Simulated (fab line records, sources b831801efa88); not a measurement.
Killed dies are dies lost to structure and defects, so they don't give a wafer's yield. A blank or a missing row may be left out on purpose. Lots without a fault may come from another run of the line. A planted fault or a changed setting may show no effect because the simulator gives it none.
fab line records | flow gf180mcu
record lots=5 wafers=15 last_day=33
route steps=602 shown V2@388 M3@409
lots that met no fault: from a run of the same line without faults
start_h: hours from the record's first day to the start of the lot's first wafer shown | wait_h: hours since the lot's step before | " the same as in the row above | L1.1+2: a row that stands for several wafers | - no value, or no start given | * or withheld: withheld | < > ~ a bound
route shown NAME@n: a module of which the file shows steps, and the number in the route of the first | usual: mean/standard deviation of fault-free wafers | same: alike in all rows | chamber/n: place in a boat | sites: the reading at each site | _std_site: their standard deviation | _edge_site: outer sites' mean less inner sites' | radius_mm: how far each site lies from the wafer's centre | mask NAME#n: copy n | behind: the tool/chamber that last shaped the wafer | hold: why the lot was held/for how many hours/how that ended | device: the transistor (n, p or np) that didn't switch | end of line: the same wafers' tests at the end of the route | a step without rows: its recipe alone | killed: dies lost to structure and defects at the first sort, not the wafer's yield | map: a wafer's dies, x killed, . not, _ none there
set.NAME: the setting as run; set.NAME@STEP: as run at that earlier step | model.NAME: the simulator's own value behind a step, which no gauge read
lots at some steps of the route; a table a step, a row a wafer
services: from which hour (start_h, from the record's first day; less than 0 if before it) a tool's chamber was out of use, for how many hours, and why
## steps
# step GF_V2_DEHYDRATE_06
# recipe temp_c=200 time_s=60
# usual heater_power_total_W=160.38/0.12
# columns lot.wafer tool chamber start_h wait_h heater_power_total_W
L078.2 litho_track-02 0 483.21 11.8 160.36
L078.5 " 0 " " 160.31
L078.6 " 0 " " 160.29
L082.2 litho_track-03 0 527.19 10.5 160.41
L082.3 " 0 " " 160.26
L082.6 " 0 " " 160.15
L088.2 litho_track-03 0 578.74 10.3 160.31
L088.4 " 0 " " 160.56
L088.6 " 0 " " 160.31
L089.1 litho_track-02 0 582.04 10.1 160.37
L089.3 " 0 " " 160.35
L089.6 " 0 " " 160.58
L090.2 litho_track-02 0 591.31 9.8 160.27
L090.3 " 0 " " 160.62
L090.6 " 0 " " 160.45
# step GF_V2_HMDS_07
# recipe prime_time_s=60 prime_temp_c=120
# columns lot.wafer tool chamber start_h wait_h
L078.2+5+6 litho_track-02 0 483.36 0.1
L082.2+3+6 litho_track-03 0 527.34 0.1
L088.2+4+6 litho_track-03 0 578.89 0.1
L089.1+3+6 litho_track-02 0 582.19 0.1
L090.2+3+6 litho_track-02 0 591.46 0.1
# step GF_V2_COAT_08
# recipe resist=BARC temp_c=withheld time_s=withheld spin_rpm=withheld resist_thk_nm=withheld
# columns lot.wafer tool chamber start_h wait_h
L078.2+5+6 litho_track-02 0 483.51 0.1
L082.2+3+6 litho_track-03 0 527.49 0.1
L088.2+4+6 litho_track-03 0 579.04 0.1
L089.1+3+6 litho_track-02 0 582.34 0.1
L090.2+3+6 litho_track-02 0 591.61 0.1
# step GF_V2_COAT_09
# recipe resist=KrF spin_rpm=withheld resist_thk_nm=1000
# columns lot.wafer tool chamber start_h wait_h
L078.2+5+6 litho_track-02 0 - -
L082.2+3+6 litho_track-03 0 - -
L088.2+4+6 litho_track-03 0 - -
L089.1+3+6 litho_track-02 0 - -
L090.2+3+6 litho_track-02 0 - -
# step GF_V2_SOFTBAKE_10
# recipe temp_c=130 time_s=60 resist=KrF
# usual heater_power_total_W=93.06/0.058
# columns lot.wafer tool chamber start_h wait_h heater_power_total_W
L078.2 litho_track-02 0 - - 93.11
L078.5 " 0 " " 93.09
L078.6 " 0 " " 93.05
L082.2 litho_track-03 0 - - 93.09
L082.3 " 0 " " 93.07
L082.6 " 0 " " 93.07
L088.2 litho_track-03 0 - - 93.14
L088.4 " 0 " " 93.06
L088.6 " 0 " " 93.01
L089.1 litho_track-02 0 - - 93.11
L089.3 " 0 " " 92.97
L089.6 " 0 " " 93.06
L090.2 litho_track-02 0 - - 93.00
L090.3 " 0 " " 93.03
L090.6 " 0 " " 93.04
# step GF_V2_EXPOSE_11
# recipe mask_id=Via2 target_cd_nm=260 na=0.68 source_shape=conventional sigma_outer=0.6 dose_mj=38
# columns lot.wafer tool chamber start_h wait_h mask
L078.2+5+6 krf_scanner-02 0 - - Via2#0
L082.2+3+6 krf_scanner-02 0 - - Via2#0
L088.2+4+6 krf_scanner-02 0 - - Via2#0
L089.1+3+6 krf_scanner-02 0 - - Via2#0
L090.2+3+6 krf_scanner-02 0 - - Via2#0
# step GF_V2_PEB_12
# recipe peb_temp_c=135 peb_time_s=90 resist=KrF
# usual heater_power_total_W=85.70/0.083
# columns lot.wafer tool chamber start_h wait_h heater_power_total_W
L078.2 litho_track-02 0 - - 85.73
L078.5 " 0 " " 85.74
L078.6 " 0 " " 85.81
L082.2 litho_track-02 0 - - 85.84
L082.3 " 0 " " 85.73
L082.6 " 0 " " 85.87
L088.2 litho_track-02 0 - - 85.79
L088.4 " 0 " " 85.65
L088.6 " 0 " " 85.81
L089.1 litho_track-03 0 - - 85.67
L089.3 " 0 " " 85.68
L089.6 " 0 " " 85.64
L090.2 litho_track-04 0 - - 85.78
L090.3 " 0 " " 85.64
L090.6 " 0 " " 85.79
# step GF_V2_DEVELOP_13
# recipe develop_time_s=60 resist=KrF dev_temp_c=21
# same develop_time_s=60
# columns lot.wafer tool chamber start_h wait_h
L078.2+5+6 litho_track-02 0 495.26 0.2
L082.2+3+6 litho_track-02 0 538.96 0.2
L088.2+4+6 litho_track-02 0 590.21 0.2
L089.1+3+6 litho_track-03 0 592.47 0.2
L090.2+3+6 litho_track-04 0 602.34 0.2
# step GF_V2_CD_MEAS_14
# recipe target_cd_nm=260
# usual cd_nm=260.1/1.1
# columns lot.wafer tool chamber start_h wait_h cd_nm
L078.2 cd_sem-02 - 495.41 0.1 258.7
L078.5 " - " " 257.7
L078.6 " - " " 258.6
L082.2 cd_sem-02 - 539.11 0.1 261.8
L082.3 " - " " 261.4
L082.6 " - " " 261.0
L088.2 cd_sem-01 - 590.36 0.1 260.6
L088.4 " - " " 261.9
L088.6 " - " " 261.1
L089.1 cd_sem-02 - 592.62 0.1 261.3
L089.3 " - " " 260.1
L089.6 " - " " 261.7
L090.2 cd_sem-01 - 602.48 0.1 261.4
L090.3 " - " " 260.2
L090.6 " - " " 260.4
# step GF_V2_OVL_MEAS_15
# usual V2_OVL=1/5.6
# columns lot.wafer tool chamber start_h wait_h V2_OVL[nm]
L078.2 overlay-02 - 495.51 0.1 3
L078.5 " - " " 1
L078.6 " - " " 4
L082.2 overlay-01 - 539.21 0.1 -7
L082.3 " - " " -7
L082.6 " - " " -4
L088.2 overlay-01 - 590.46 0.1 -7
L088.4 " - " " -10
L088.6 " - " " -11
L089.1 overlay-01 - 592.74 0.1 0
L089.3 " - " " 1
L089.6 " - " " -4
L090.2 overlay-02 - 602.59 0.1 -4
L090.3 " - " " -7
L090.6 " - " " -11
# step GF_V2_ETCH_16
# recipe chemistry=N2/H2 target_depth_a=withheld overetch_a=withheld time_s=withheld target=BARC ion_energy_ev=200 source_w=500 bias_w=100 pressure_mtorr=30 n2_flow_sccm=100 h2_flow_sccm=200
# usual drypump_motor_current_A=5.4/0.52 oes_product_au=0.855/0.0051 throttle_valve_pct=13.225/0.0086
# columns lot.wafer tool chamber start_h wait_h drypump_motor_current_A oes_product_au throttle_valve_pct
L078.2 rie_diel-04 2 495.54 0.0 5.4 0.851 13.231
L078.5 " 1 " " 5.3 0.850 13.224
L078.6 " 2 " " 5.4 0.850 13.227
L082.2 rie_diel-02 1 539.24 0.0 5.4 0.848 13.219
L082.3 " 0 " " 5.3 0.849 13.226
L082.6 " 1 " " 5.4 0.855 13.221
L088.2 rie_diel-02 1 590.49 0.0 5.4 0.857 13.241
L088.4 " 0 " " 5.4 0.851 13.215
L088.6 " 3 " " 5.5 0.850 13.209
L089.1 rie_diel-02 3 592.77 0.0 5.5 0.860 13.223
L089.3 " 0 " " 5.4 0.851 13.230
L089.6 " 2 " " 5.7 0.855 13.217
L090.2 rie_diel-04 1 602.62 0.0 5.2 0.852 13.216
L090.3 " 2 " " 5.4 0.856 13.226
L090.6 " 0 " " 5.1 0.848 13.221
# step GF_V2_ETCH_17
# recipe chemistry=C4F8/O2/Ar mask_material=KrF target=SiO2 stop_on=TiN source_w=1500 bias_w=1200 pressure_mtorr=40 c4f8_flow_sccm=withheld O2_flow_sccm=6 Ar_flow_sccm=300 time_s=withheld target_depth_a=6300
# usual oes_product_au=0.855/0.0047
# columns lot.wafer tool chamber start_h wait_h oes_product_au
L078.2 rie_diel-04 2 - - 0.855
L078.5 " 1 " " 0.862
L078.6 " 2 " " 0.858
L082.2 rie_diel-02 1 - - 0.857
L082.3 " 0 " " 0.866
L082.6 " 1 " " 0.855
L088.2 rie_diel-02 1 - - 0.857
L088.4 " 0 " " 0.852
L088.6 " 3 " " 0.856
L089.1 rie_diel-02 3 - - 0.860
L089.3 " 0 " " 0.853
L089.6 " 2 " " 0.853
L090.2 rie_diel-04 1 - - 0.854
L090.3 " 2 " " 0.851
L090.6 " 0 " " 0.859
# step GF_V2_STRIP_18
# recipe chemistry=O2/N2 power_w=1400 pressure_mtorr=1500 platen_temp_c=250 o2_flow_sccm=3000 n2_flow_sccm=300 overash_fraction=0.5
# usual drypump_motor_current_A=5.9/0.45 heater_power_w=331/19 oes_product_au=0.593/0.0052
# columns lot.wafer tool chamber start_h wait_h drypump_motor_current_A heater_power_w oes_product_au rf_hours_counter_h
L078.2 plasma_asher-02 0 495.67 - 5.8 367 0.594 8
L078.5 " 0 " " 5.8 361 0.596 -
L078.6 " 1 " " 6.7 319 0.593 -
L082.2 plasma_asher-04 1 539.37 - 5.8 353 0.590 44
L082.3 " 1 " " 5.8 350 0.593 -
L082.6 " 1 " " 5.8 355 0.596 -
L088.2 plasma_asher-01 1 590.62 - 5.3 329 0.583 94
L088.4 " 1 " " 5.3 319 0.590 -
L088.6 " 1 " " 5.2 329 0.587 -
L089.1 plasma_asher-01 1 592.90 - 5.3 328 0.595 95
L089.3 " 0 " " 6.2 323 0.585 -
L089.6 " 0 " " 6.2 305 0.600 -
L090.2 plasma_asher-04 0 602.75 - 5.8 325 0.593 51
L090.3 " 1 " " 5.8 355 0.590 -
L090.6 " 0 " " 5.8 323 0.592 -
# step GF_V2_STRIP_19
# recipe chemistry=post_etch_residue_remover time_s=1200 temp_c=72.5
# usual temp_c=72.53/0.12
# columns lot.wafer tool chamber start_h wait_h temp_c
L078.2 wet_bench-02 2 495.77 0.1 72.26
L078.5 " 2 " " 72.44
L078.6 " 2 " " 72.61
L082.2 wet_bench-04 0 539.47 0.1 72.47
L082.3 " 0 " " 72.42
L082.6 " 0 " " 72.52
L088.2 wet_bench-01 3 590.72 0.1 72.53
L088.4 " 3 " " 72.78
L088.6 " 3 " " 72.55
L089.1 wet_bench-04 3 593.00 0.1 72.53
L089.3 " 3 " " 72.40
L089.6 " 3 " " 72.56
L090.2 wet_bench-04 2 602.85 0.1 72.45
L090.3 " 2 " " 72.67
L090.6 " 2 " " 72.51
# step GF_V2_CLEAN_20
# recipe chemistry=DIW dry=n2_spin
# columns lot.wafer tool chamber start_h wait_h
L078.2+5+6 wet_bench-01 3 496.12 0.0
L082.2+3+6 wet_bench-01 1 539.81 0.0
L088.2+4+6 wet_bench-02 3 591.06 0.0
L089.1+3+6 wet_bench-01 0 593.35 0.0
L090.2+3+6 wet_bench-01 1 603.19 0.0
# step GF_V2_SPUTTER_21
# recipe material=Ti target_thk_nm=15 chamber_pressure_pa=5 power_w=2500 substrate_temp_c=200 time_s=80.02
# usual throttle_valve_pct=30.2/1
# columns lot.wafer tool chamber start_h wait_h throttle_valve_pct
L078.2 pvd_sputter-02 - 496.21 0.0 30.8
L078.5 " - " " 30.8
L078.6 " - " " 30.5
L082.2 pvd_sputter-03 - 539.91 0.0 31.4
L082.3 " - " " 29.0
L082.6 " - " " 32.0
L088.2 pvd_sputter-03 - 591.16 0.0 29.4
L088.4 " - " " 31.8
L088.6 " - " " 31.2
L089.1 pvd_sputter-03 - 593.44 0.0 29.6
L089.3 " - " " 31.8
L089.6 " - " " 29.5
L090.2 pvd_sputter-01 - 603.28 0.0 29.3
L090.3 " - " " 28.6
L090.6 " - " " 29.4
# step GF_V2_SPUTTER_22
# recipe material=TiN target_thk_nm=10 chamber_pressure_pa=5 power_w=4000 time_s=40
# usual throttle_valve_pct=30.2/1.1
# columns lot.wafer tool chamber start_h wait_h throttle_valve_pct
L078.2 pvd_sputter-02 - 496.27 0.0 30.9
L078.5 " - " " 30.6
L078.6 " - " " 30.4
L082.2 pvd_sputter-03 - 539.97 0.0 31.4
L082.3 " - " " 29.3
L082.6 " - " " 32.0
L088.2 pvd_sputter-03 - 591.23 0.0 29.3
L088.4 " - " " 32.0
L088.6 " - " " 31.4
L089.1 pvd_sputter-03 - 593.50 0.0 29.8
L089.3 " - " " 31.9
L089.6 " - " " 29.2
L090.2 pvd_sputter-01 - 603.34 0.0 29.3
L090.3 " - " " 29.0
L090.6 " - " " 29.3
# step GF_V2_CVD_23
# recipe material=W target_thk_nm=350 time_s=104.94 temp_c=400 pressure_torr=40
# usual heater_power_w=797/110
# columns lot.wafer tool chamber start_h wait_h heater_power_w
L078.2 cvd_w-02 1 496.31 0.0 886
L078.5 " 1 " " 914
L078.6 " 0 " " 653
L082.2 cvd_w-01 0 540.01 0.0 710
L082.3 " 0 " " 736
L082.6 " 1 " " 932
L088.2 cvd_w-02 1 591.26 0.0 879
L088.4 " 1 " " 896
L088.6 " 0 " " 652
L089.1 cvd_w-02 1 593.54 0.0 874
L089.3 " 1 " " 889
L089.6 " 0 " " 662
L090.2 cvd_w-01 1 603.38 0.0 898
L090.3 " 1 " " 915
L090.6 " 0 " " 738
# step GF_V2_RS_MEAS_24
# recipe thk_meas_gauge=four-point-probe reads=W_of_V2_CVD_23+TiN_of_V2_SPUTTER_22+Ti_of_V2_SPUTTER_21
# usual V2_W_RS=0.329/0.0038
# columns lot.wafer tool chamber start_h wait_h V2_W_RS[ohm/sq]
L078.2 film_metro-01 - 496.44 0.1 0.323
L078.5 " - " " 0.326
L078.6 " - " " 0.326
L082.2 film_metro-02 - 540.14 0.1 0.335
L082.3 " - " " 0.333
L082.6 " - " " 0.334
L088.2 film_metro-03 - 591.40 0.1 0.330
L088.4 " - " " 0.328
L088.6 " - " " 0.333
L089.1 film_metro-02 - 593.65 0.1 0.323
L089.3 " - " " 0.323
L089.6 " - " " 0.330
L090.2 film_metro-02 - 603.51 0.1 0.328
L090.3 " - " " 0.333
L090.6 " - " " 0.338
# step GF_V2_THK_MEAS_25
# recipe thk_meas_gauge=xrf reads=W_of_V2_CVD_23
# usual V2_W_THK=347/4.3
# columns lot.wafer tool chamber start_h wait_h V2_W_THK[nm]
L078.2 film_metro-01 - 496.55 0.1 355
L078.5 " - " " 349
L078.6 " - " " 348
L082.2 film_metro-02 - 540.25 0.1 338
L082.3 " - " " 340
L082.6 " - " " 340
L088.2 film_metro-03 - 591.51 0.1 349
L088.4 " - " " 352
L088.6 " - " " 344
L089.1 film_metro-02 - 593.77 0.1 349
L089.3 " - " " 352
L089.6 " - " " 345
L090.2 film_metro-02 - 603.62 0.1 345
L090.3 " - " " 343
L090.6 " - " " 337
# step GF_V2_CMP_26
# recipe stop_on=SiO2 down_force_psi=3.5 platen_rpm=60 t_overpolish_s=15 target_thk_nm=0 pad_velocity_m_s=0.94248
# usual edge_zone_pressure_frac=1.000/0.0045 motor_current_A=11.2/0.97 overpolish_run_s=15.000/0.0097 time_to_endpoint_s=83/3.5
# columns lot.wafer tool chamber start_h wait_h edge_zone_pressure_frac motor_current_A overpolish_run_s time_to_endpoint_s
L078.2 cmp-02 2 496.70 0.1 1.001 10.7 14.993 85
L078.5 " 0 " " 1.003 11.5 15.008 87
L078.6 " 1 " " 0.999 10.3 14.985 83
L082.2 cmp-01 2 540.30 0.0 0.991 11.7 14.999 84
L082.3 " 3 " " 1.002 10.4 14.989 84
L082.6 " 2 " " 0.993 12.0 15.008 83
L088.4 cmp-02 1 591.61 0.1 0.998 10.3 14.995 88
L088.2 " 2 " " 0.994 11.1 15.008 85
L088.6 " 1 " " 0.992 10.8 15.004 87
L089.1 cmp-02 3 593.93 0.1 0.999 12.1 15.011 86
L089.3 " 0 " " 0.997 11.1 14.989 89
L089.6 " 1 " " 0.996 10.5 14.996 89
L090.2 cmp-01 0 603.72 0.1 1.001 10.0 15.008 79
L090.3 " 2 " " 0.994 11.8 14.995 81
L090.6 " 0 " " 1.002 9.3 14.995 77
# step GF_M3_SPUTTER_00
# recipe material=Ti target_thk_nm=37.5 arriving_ion_energy_ev=80 substrate_temp_c=200 chamber_pressure_pa=2 power_w=4000 time_s=150
# usual throttle_valve_pct=30.2/1
# columns lot.wafer tool chamber start_h wait_h throttle_valve_pct
L078.2 pvd_sputter-04 - 496.90 0.1 29.6
L078.5 " - " " 28.9
L078.6 " - " " 31.7
L082.2 pvd_sputter-01 - 540.60 0.2 31.5
L082.3 " - " " 28.9
L082.6 " - " " 29.3
L088.2 pvd_sputter-01 - 591.86 0.1 29.2
L088.4 " - " " 29.2
L088.6 " - " " 29.2
L089.1 pvd_sputter-01 - 594.13 0.1 29.3
L089.3 " - " " 29.0
L089.6 " - " " 28.9
L090.2 pvd_sputter-02 - 603.97 0.2 30.2
L090.3 " - " " 30.6
L090.6 " - " " 30.8
# step GF_M3_SPUTTER_01
# recipe material=TiN target_thk_nm=30 power_w=6500 time_s=25 chamber_pressure_pa=0.4
# usual throttle_valve_pct=30.1/0.98
# columns lot.wafer tool chamber start_h wait_h throttle_valve_pct
L078.2 pvd_sputter-04 - 497.00 0.1 29.3
L078.5 " - " " 28.8
L078.6 " - " " 31.7
L082.2 pvd_sputter-01 - 540.70 0.1 31.6
L082.3 " - " " 29.2
L082.6 " - " " 28.9
L088.2 pvd_sputter-01 - 591.96 0.1 29.1
L088.4 " - " " 29.6
L088.6 " - " " 29.3
L089.1 pvd_sputter-01 - 594.23 0.1 29.7
L089.3 " - " " 29.0
L089.6 " - " " 29.2
L090.2 pvd_sputter-02 - 604.07 0.1 30.4
L090.3 " - " " 30.7
L090.6 " - " " 30.9
# step GF_M3_SPUTTER_02
# recipe material=AlCu target_thk_nm=450 power_w=10600 time_s=23.9 chamber_pressure_pa=0.4
# usual throttle_valve_pct=30.2/0.99
# columns lot.wafer tool chamber start_h wait_h throttle_valve_pct
L078.2 pvd_sputter-04 - 497.03 0.0 29.7
L078.5 " - " " 29.0
L078.6 " - " " 32.3
L082.2 pvd_sputter-01 - 540.73 0.0 31.5
L082.3 " - " " 29.4
L082.6 " - " " 29.4
L088.2 pvd_sputter-01 - 591.99 0.0 28.9
L088.4 " - " " 29.7
L088.6 " - " " 29.0
L089.1 pvd_sputter-01 - 594.26 0.0 29.5
L089.3 " - " " 29.2
L089.6 " - " " 29.1
L090.2 pvd_sputter-02 - 604.10 0.0 30.3
L090.3 " - " " 30.6
L090.6 " - " " 30.8
# step GF_M3_SPUTTER_03
# recipe material=Ti target_thk_nm=10 substrate_temp_c=300 chamber_pressure_pa=0.3 power_w=3000 time_s=6.7
# usual throttle_valve_pct=30.2/0.99
# columns lot.wafer tool chamber start_h wait_h throttle_valve_pct
L078.2 pvd_sputter-04 - 497.06 0.0 29.6
L078.5 " - " " 29.0
L078.6 " - " " 31.6
L082.2 pvd_sputter-01 - 540.76 0.0 31.5
L082.3 " - " " 28.8
L082.6 " - " " 29.1
L088.2 pvd_sputter-01 - 592.02 0.0 29.0
L088.4 " - " " 29.3
L088.6 " - " " 29.2
L089.1 pvd_sputter-01 - 594.29 0.0 29.4
L089.3 " - " " 29.3
L089.6 " - " " 29.0
L090.2 pvd_sputter-02 - 604.13 0.0 30.4
L090.3 " - " " 30.9
L090.6 " - " " 30.6
# step GF_M3_SPUTTER_04
# recipe material=TiN target_thk_nm=50 power_w=6500 time_s=41.7 chamber_pressure_pa=0.4
# usual throttle_valve_pct=30.2/0.98
# columns lot.wafer tool chamber start_h wait_h throttle_valve_pct
L078.2 pvd_sputter-04 - 497.08 0.0 29.7
L078.5 " - " " 28.9
L078.6 " - " " 31.7
L082.2 pvd_sputter-01 - 540.78 0.0 31.2
L082.3 " - " " 29.0
L082.6 " - " " 29.4
L088.2 pvd_sputter-01 - 592.04 0.0 28.9
L088.4 " - " " 29.4
L088.6 " - " " 29.2
L089.1 pvd_sputter-01 - 594.31 0.0 29.2
L089.3 " - " " 29.1
L089.6 " - " " 29.3
L090.2 pvd_sputter-02 - 604.15 0.0 30.0
L090.3 " - " " 30.7
L090.6 " - " " 30.8
# step GF_M3_RS_MEAS_05
# recipe thk_meas_gauge=four-point-probe reads=TiN_of_M3_SPUTTER_04+Ti_of_M3_SPUTTER_03+AlCu_of_M3_SPUTTER_02+TiN_of_M3_SPUTTER_01+Ti_of_M3_SPUTTER_00
# usual M3_ALCU_RS=0.0691/0.00073
# columns lot.wafer tool chamber start_h wait_h M3_ALCU_RS[ohm/sq]
L078.2 film_metro-04 - 497.14 0.0 0.0696
L078.5 " - " " 0.0689
L078.6 " - " " 0.0687
L082.2 film_metro-04 - 540.84 0.0 0.0697
L082.3 " - " " 0.0687
L082.6 " - " " 0.0702
L088.2 film_metro-04 - 592.10 0.0 0.0695
L088.4 " - " " 0.0698
L088.6 " - " " 0.0698
L089.1 film_metro-03 - 594.35 0.0 0.0690
L089.3 " - " " 0.0690
L089.6 " - " " 0.0693
L090.2 film_metro-01 - 604.21 0.0 0.0691
L090.3 " - " " 0.0689
L090.6 " - " " 0.0681
# step GF_M3_THK_MEAS_06
# recipe thk_meas_gauge=xrf reads=AlCu_of_M3_SPUTTER_02
# usual M3_ALCU_THK=447/4.9
# columns lot.wafer tool chamber start_h wait_h M3_ALCU_THK[nm]
L078.2 film_metro-04 - 497.25 0.1 445
L078.5 " - " " 448
L078.6 " - " " 448
L082.2 film_metro-04 - 540.95 0.1 443
L082.3 " - " " 448
L082.6 " - " " 437
L088.2 film_metro-04 - 592.21 0.1 445
L088.4 " - " " 443
L088.6 " - " " 445
L089.1 film_metro-03 - 594.47 0.1 448
L089.3 " - " " 447
L089.6 " - " " 441
L090.2 film_metro-01 - 604.32 0.1 445
L090.3 " - " " 448
L090.6 " - " " 450
# step GF_M3_DEHYDRATE_07
# recipe temp_c=200 time_s=60
# usual heater_power_total_W=160.38/0.13
# columns lot.wafer tool chamber start_h wait_h heater_power_total_W
L078.2 litho_track-04 0 508.64 11.4 160.47
L078.5 " 0 " " 160.25
L078.6 " 0 " " 160.25
L082.2 litho_track-02 0 551.41 10.5 160.47
L082.3 " 0 " " 160.17
L082.6 " 0 " " 160.56
L088.2 litho_track-01 0 602.17 10.0 160.20
L088.4 " 0 " " 160.20
L088.6 " 0 " " 160.19
L089.1 litho_track-02 0 604.39 9.9 160.47
L089.3 " 0 " " 160.12
L089.6 " 0 " " 160.36
L090.2 litho_track-02 0 614.21 9.9 160.39
L090.3 " 0 " " 160.49
L090.6 " 0 " " 160.54
# step GF_M3_HMDS_08
# recipe prime_time_s=60 prime_temp_c=120
# columns lot.wafer tool chamber start_h wait_h
L078.2+5+6 litho_track-04 0 508.79 0.1
L082.2+3+6 litho_track-02 0 551.56 0.1
L088.2+4+6 litho_track-01 0 602.32 0.1
L089.1+3+6 litho_track-02 0 604.54 0.1
L090.2+3+6 litho_track-02 0 614.36 0.1
# step GF_M3_COAT_09
# recipe resist=KrF spin_rpm=withheld resist_thk_nm=1000
# columns lot.wafer tool chamber start_h wait_h
L078.2+5+6 litho_track-04 0 508.94 0.1
L082.2+3+6 litho_track-02 0 551.71 0.1
L088.2+4+6 litho_track-01 0 602.47 0.1
L089.1+3+6 litho_track-02 0 604.69 0.1
L090.2+3+6 litho_track-02 0 614.51 0.1
# step GF_M3_SOFTBAKE_10
# recipe temp_c=130 time_s=60 resist=KrF
# usual heater_power_total_W=93.05/0.059
# columns lot.wafer tool chamber start_h wait_h heater_power_total_W
L078.2 litho_track-04 0 509.09 0.1 93.08
L078.5 " 0 " " 92.99
L078.6 " 0 " " 93.08
L082.2 litho_track-02 0 551.86 0.1 93.01
L082.3 " 0 " " 93.04
L082.6 " 0 " " 93.11
L088.2 litho_track-01 0 602.62 0.1 93.04
L088.4 " 0 " " 93.04
L088.6 " 0 " " 93.08
L089.1 litho_track-02 0 604.84 0.1 93.03
L089.3 " 0 " " 92.99
L089.6 " 0 " " 93.10
L090.2 litho_track-02 0 614.66 0.1 93.05
L090.3 " 0 " " 93.03
L090.6 " 0 " " 93.06
# step GF_M3_EXPOSE_11
# recipe mask_id=Metal3 target_cd_nm=280 na=0.68 source_shape=conventional sigma_outer=0.6 dose_mj=28
# columns lot.wafer tool chamber start_h wait_h mask
L078.2+5+6 krf_scanner-01 0 - - Metal3#0
L082.2+3+6 krf_scanner-02 0 - - Metal3#0
L088.2+4+6 krf_scanner-01 0 - - Metal3#0
L089.1+3+6 krf_scanner-02 0 - - Metal3#0
L090.2+3+6 krf_scanner-02 0 - - Metal3#0
# step GF_M3_PEB_12
# recipe peb_temp_c=135 peb_time_s=90 resist=KrF
# usual heater_power_total_W=85.69/0.079
# columns lot.wafer tool chamber start_h wait_h heater_power_total_W
L078.2 litho_track-01 0 - - 85.82
L078.5 " 0 " " 85.80
L078.6 " 0 " " 85.63
L082.2 litho_track-01 0 - - 85.78
L082.3 " 0 " " 85.57
L082.6 " 0 " " 85.60
L088.2 litho_track-04 0 - - 85.57
L088.4 " 0 " " 85.71
L088.6 " 0 " " 85.65
L089.1 litho_track-01 0 - - 85.83
L089.3 " 0 " " 85.59
L089.6 " 0 " " 85.75
L090.2 litho_track-04 0 - - 85.60
L090.3 " 0 " " 85.66
L090.6 " 0 " " 85.55
# step GF_M3_DEVELOP_13
# recipe develop_time_s=60 dev_temp_c=21
# same develop_time_s=60
# columns lot.wafer tool chamber start_h wait_h
L078.2+5+6 litho_track-01 0 520.52 0.2
L082.2+3+6 litho_track-01 0 562.87 0.2
L088.2+4+6 litho_track-04 0 612.89 0.2
L089.1+3+6 litho_track-01 0 614.89 0.2
L090.2+3+6 litho_track-04 0 624.44 0.2
# step GF_M3_CD_MEAS_14
# recipe target_cd_nm=280
# usual cd_nm=279.7/1.1
# columns lot.wafer tool chamber start_h wait_h cd_nm
L078.2 cd_sem-01 - 520.67 0.1 281.1
L078.5 " - " " 281.8
L078.6 " - " " 280.8
L082.2 cd_sem-02 - 563.02 0.1 279.9
L082.3 " - " " 279.4
L082.6 " - " " 279.9
L088.2 cd_sem-02 - 613.03 0.1 280.6
L088.4 " - " " 280.8
L088.6 " - " " 280.2
L089.1 cd_sem-02 - 615.04 0.1 279.1
L089.3 " - " " 279.8
L089.6 " - " " 280.1
L090.2 cd_sem-02 - 624.58 0.1 279.0
L090.3 " - " " 279.3
L090.6 " - " " 279.4
# step GF_M3_OVL_MEAS_15
# usual M3_OVL=-5/6.5
# columns lot.wafer tool chamber start_h wait_h M3_OVL[nm]
L078.2 overlay-01 - 520.77 0.1 1
L078.5 " - " " -8
L078.6 " - " " -4
L082.2 overlay-02 - 563.12 0.1 -2
L082.3 " - " " -5
L082.6 " - " " 1
L088.2 overlay-01 - 613.14 0.1 -12
L088.4 " - " " -18
L088.6 " - " " -13
L089.1 overlay-02 - 615.16 0.1 7
L089.3 " - " " -4
L089.6 " - " " -5
L090.2 overlay-02 - 624.69 0.1 -10
L090.3 " - " " 1
L090.6 " - " " -5
# step GF_M3_METAL_ETCH_16
# recipe chemistry=Cl2/BCl3 mask_material=KrF target_depth_nm=627.5 stop_on=SiO2 pressure_mtorr=8 icp_w=800 bias_w=140 Cl2_flow_sccm=80 bcl3_flow_sccm=40 time_s=104.6
# usual drypump_motor_current_A=5.8/0.46 oes_product_au=0.974/0.0061 throttle_valve_pct=28.249/0.011
# columns lot.wafer tool chamber start_h wait_h drypump_motor_current_A oes_product_au rf_hours_counter_h throttle_valve_pct
L078.2 rie_metal-03 1 520.80 0.0 5.6 0.974 11 28.246
L078.5 " 1 " " 5.6 0.974 - 28.248
L078.6 " 0 " " 6.5 0.973 - 28.238
L082.2 rie_metal-03 1 563.19 0.1 5.6 0.972 - 28.254
L082.3 " 1 " " 5.6 0.978 - 28.249
L082.6 " 1 " " 5.6 0.962 - 28.270
L088.2 rie_metal-01 1 613.17 0.0 5.6 0.971 10 28.245
L088.4 " 0 " " 5.1 0.977 - 28.249
L088.6 " 1 " " 5.6 0.980 - 28.258
L089.1 rie_metal-01 1 615.20 0.0 5.6 0.989 10 28.249
L089.3 " 0 " " 5.1 0.974 - 28.257
L089.6 " 1 " " 5.6 0.981 - 28.242
L090.2 rie_metal-03 0 624.75 0.1 6.5 0.973 - 28.251
L090.3 " 0 " " 6.5 0.973 - 28.250
L090.6 " 0 " " 6.5 0.978 - 28.226
## services
# columns tool chamber start_h hours kind
krf_scanner-02 - 459.34 0.8 pm
rie_diel-02 1 467.95 1.4 repair
rie_diel-04 - 480.50 0.3 repair
wet_bench-01 - 500.06 4.4 pm
rie_diel-04 2 503.18 12.5 repair
krf_scanner-02 - 512.28 1.3 pm
rie_metal-03 1 513.04 2.5 repair
krf_scanner-02 - 516.52 0.5 repair
pvd_sputter-02 - 520.96 1.5 repair
rie_metal-03 - 523.65 2.8 pm
cmp-02 - 526.15 8.5 repair
wet_bench-04 - 529.30 2.2 repair
rie_metal-03 0 531.06 1.1 repair
rie_diel-04 2 532.16 5.3 repair
wet_bench-01 - 537.96 0.8 repair
rie_diel-02 - 538.05 0.2 repair
pvd_sputter-04 - 554.55 1.0 repair
cmp-02 - 555.67 0.7 repair
pvd_sputter-02 - 569.67 5.2 repair
krf_scanner-02 - 569.69 1.0 pm
rie_metal-03 1 580.50 131.8 repair
pvd_sputter-04 - 591.34 6.8 repair
pvd_sputter-02 - 591.91 5.1 repair
pvd_sputter-02 - 613.32 10.3 repair
## key
fault none
